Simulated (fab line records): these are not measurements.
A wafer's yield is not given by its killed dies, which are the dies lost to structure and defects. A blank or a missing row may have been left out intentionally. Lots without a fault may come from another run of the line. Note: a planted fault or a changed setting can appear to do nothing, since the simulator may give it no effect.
Split-lot study :: flow gf180mcu :: 23 wafers read from 5 lots, route of 602 steps

== SPLIT DETAILS ==
At GF_M3_METAL_ETCH_16 (etches the open film in Cl2/BCl3, stops on SiO2, target depth 627.5 nm, time 104.6 s), the setting time-s was moved away from the recipe's 104.6 s on 7 of the 23 wafers read, by -11.2% to -3.8%. This setting was run at the recipe's value on the other wafers.

The reading comes from the split's own step.

== THE READING ==
oes-product-au, in a.u., at GF_M3_METAL_ETCH_16 (etches the open film in Cl2/BCl3, stops on SiO2, target depth 627.5 nm, time 104.6 s). On this fab line, fault-free wafers typically give 0.972 a.u. with a standard deviation of 0.005 a.u.

wafer: L075.2
tool, chamber at the split: rie-metal-04, 0
time-s as run, s: 104.6
against the recipe: recipe
oes-product-au, a.u.: 0.977
against lot-mates on the recipe: -

wafer: L075.3
tool, chamber at the split: rie-metal-04, 0
time-s as run, s: 104.6
against the recipe: recipe
oes-product-au, a.u.: 0.971
against lot-mates on the recipe: -

wafer: L075.4
tool, chamber at the split: rie-metal-04, 1
time-s as run, s: 104.6
against the recipe: recipe
oes-product-au, a.u.: 0.968
against lot-mates on the recipe: -

wafer: L077.1
tool, chamber at the split: rie-metal-03, 1
time-s as run, s: 104.6
against the recipe: recipe
oes-product-au, a.u.: 0.970
against lot-mates on the recipe: -

wafer: L077.2
tool, chamber at the split: rie-metal-03, 0
time-s as run, s: 104.6
against the recipe: recipe
oes-product-au, a.u.: 0.965
against lot-mates on the recipe: -

wafer: L077.3
tool, chamber at the split: rie-metal-03, 0
time-s as run, s: 97.5
against the recipe: -6.8%
oes-product-au, a.u.: 0.995
against lot-mates on the recipe: +0.027

wafer: L077.4
tool, chamber at the split: rie-metal-03, 1
time-s as run, s: 97.5
against the recipe: -6.8%
oes-product-au, a.u.: 0.992
against lot-mates on the recipe: +0.024

wafer: L077.6
tool, chamber at the split: rie-metal-03, 1
time-s as run, s: 104.6
against the recipe: recipe
oes-product-au, a.u.: 0.969
against lot-mates on the recipe: -

wafer: L080.2
tool, chamber at the split: rie-metal-04, 0
time-s as run, s: 104.6
against the recipe: recipe
oes-product-au, a.u.: 0.981
against lot-mates on the recipe: -

wafer: L080.3
tool, chamber at the split: rie-metal-04, 1
time-s as run, s: 104.6
against the recipe: recipe
oes-product-au, a.u.: 0.969
against lot-mates on the recipe: -

wafer: L080.4
tool, chamber at the split: rie-metal-04, 0
time-s as run, s: 104.6
against the recipe: recipe
oes-product-au, a.u.: 0.970
against lot-mates on the recipe: -

wafer: L080.5
tool, chamber at the split: rie-metal-04, 1
time-s as run, s: 104.6
against the recipe: recipe
oes-product-au, a.u.: 0.975
against lot-mates on the recipe: -

wafer: L080.6
tool, chamber at the split: rie-metal-04, 0
time-s as run, s: 104.6
against the recipe: recipe
oes-product-au, a.u.: 0.973
against lot-mates on the recipe: -

wafer: L081.1
tool, chamber at the split: rie-metal-04, 0
time-s as run, s: 92.91
against the recipe: -11.2%
oes-product-au, a.u.: 0.999
against lot-mates on the recipe: +0.030

wafer: L081.2
tool, chamber at the split: rie-metal-04, 0
time-s as run, s: 92.91
against the recipe: -11.2%
oes-product-au, a.u.: 1.004
against lot-mates on the recipe: +0.035

wafer: L081.3
tool, chamber at the split: rie-metal-04, 0
time-s as run, s: 104.6
against the recipe: recipe
oes-product-au, a.u.: 0.970
against lot-mates on the recipe: -

wafer: L081.5
tool, chamber at the split: rie-metal-04, 0
time-s as run, s: 104.6
against the recipe: recipe
oes-product-au, a.u.: 0.968
against lot-mates on the recipe: -

wafer: L081.6
tool, chamber at the split: rie-metal-04, 0
time-s as run, s: 92.91
against the recipe: -11.2%
oes-product-au, a.u.: 1.008
against lot-mates on the recipe: +0.039

wafer: L082.2
tool, chamber at the split: rie-metal-03, 0
time-s as run, s: 104.6
against the recipe: recipe
oes-product-au, a.u.: 0.978
against lot-mates on the recipe: -

wafer: L082.3
tool, chamber at the split: rie-metal-03, 1
time-s as run, s: 100.6
against the recipe: -3.8%
oes-product-au, a.u.: 0.995
against lot-mates on the recipe: +0.014

wafer: L082.4
tool, chamber at the split: rie-metal-03, 0
time-s as run, s: 104.6
against the recipe: recipe
oes-product-au, a.u.: 0.985
against lot-mates on the recipe: -

wafer: L082.5
tool, chamber at the split: rie-metal-03, 1
time-s as run, s: 100.6
against the recipe: -3.8%
oes-product-au, a.u.: 0.997
against lot-mates on the recipe: +0.016

wafer: L082.6
tool, chamber at the split: rie-metal-03, 0
time-s as run, s: 104.6
against the recipe: recipe
oes-product-au, a.u.: 0.979
against lot-mates on the recipe: -

THE FIT
A straight line over all 23 wafers: oes-product-au changes by -0.00289 a.u. for each +1% of time-s; r = -0.89; the points scatter about the line by 0.0061 a.u.
The same after taking each lot's own level away (the mean of its wafers on the recipe; 23 wafers): -0.00324 a.u. for each +1%; r = -0.97; scatter 0.0036 a.u.
That fit puts the effect of the largest move of time-s on the reading at 0.036 a.u.
Across the lots, their own levels run from 0.9680 to 0.9807 a.u., a range of 2.5 times the standard deviation given above.
Hence the slope depends on the lot-to-lot level, as the two fits are not the same.
Check: +0.0388 a.u. against its lot-mates is what the line predicts for one of the wafers moved furthest among these (-11.2%) when that wafer is left out of the fit. It came out at +0.03 a.u. against them.
Tool readings at the split's step, against how far the setting was moved: oes-product-au r = -0.89.

== OTHER SPLITS APPLIED TO THESE WAFERS ==
Before the reading, these wafers also passed through other splits. Each is held against what the fit with the lots' levels taken away leaves over:
other split on the same wafers: GF_M1_METAL_ETCH_16 time-s
wafers away from the commonest value: 11
r with oes-product-au (lot level and that fit taken away): +0.26

other split on the same wafers: GF_V1_DEVELOP_13 develop-time-s
wafers away from the commonest value: 8
r with oes-product-au (lot level and that fit taken away): -0.23

other split on the same wafers: GF_M2_SPUTTER_01 time-s
wafers away from the commonest value: 4
r with oes-product-au (lot level and that fit taken away): +0.00

other split on the same wafers: GF_M2_SPUTTER_04 time-s
wafers away from the commonest value: 6
r with oes-product-au (lot level and that fit taken away): -0.11

other split on the same wafers: GF_M2_METAL_ETCH_16 icp-w
wafers away from the commonest value: 10
r with oes-product-au (lot level and that fit taken away): +0.08

other split on the same wafers: GF_V2_EXPOSE_11 dose-mj
wafers away from the commonest value: 9
r with oes-product-au (lot level and that fit taken away): -0.07

other split on the same wafers: GF_V2_SPUTTER_21 time-s
wafers away from the commonest value: 5
r with oes-product-au (lot level and that fit taken away): -0.18

other split on the same wafers: GF_V2_CVD_23 temp-c
wafers away from the commonest value: 3
r with oes-product-au (lot level and that fit taken away): +0.12

other split on the same wafers: GF_M3_SPUTTER_04 power-w
wafers away from the commonest value: 6
r with oes-product-au (lot level and that fit taken away): +0.02

== THE WHOLE CHAIN: every reading that the file lists as answering this split, in the file's order ==
step: GF_M3_METAL_ETCH_16
what it does: etches the open film in Cl2/BCl3, stops on SiO2, target depth 627.5 nm, time 104.6 s
reading: oes-product-au
change (the file's fit): -0.00333 a.u. for each +1% of the setting
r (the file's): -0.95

step: GF_M3_METAL_ETCH_16
what it does: etches the open film in Cl2/BCl3, stops on SiO2, target depth 627.5 nm, time 104.6 s
reading: M3.feature-depth-nm (the simulator's own value, which no gauge read)
change (the file's fit): +3.79 nm for each +1% of the setting
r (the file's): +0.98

step: GF_M3_METAL_ETCH_16
what it does: etches the open film in Cl2/BCl3, stops on SiO2, target depth 627.5 nm, time 104.6 s
reading: KrF_of_M3_COAT_09.thk-nm (the simulator's own value, which no gauge read)
change (the file's fit): -2.61 nm for each +1% of the setting
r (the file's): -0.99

step: GF_M3_STRIP_17
what it does: strips in O2/N2
reading: strip-time-to-endpoint-s
change (the file's fit): withheld for each +1% of the setting
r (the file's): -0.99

== THE FILE'S OWN FIT ==
oes-product-au changes by -0.00333 a.u. for each +1% of time-s, r = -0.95.
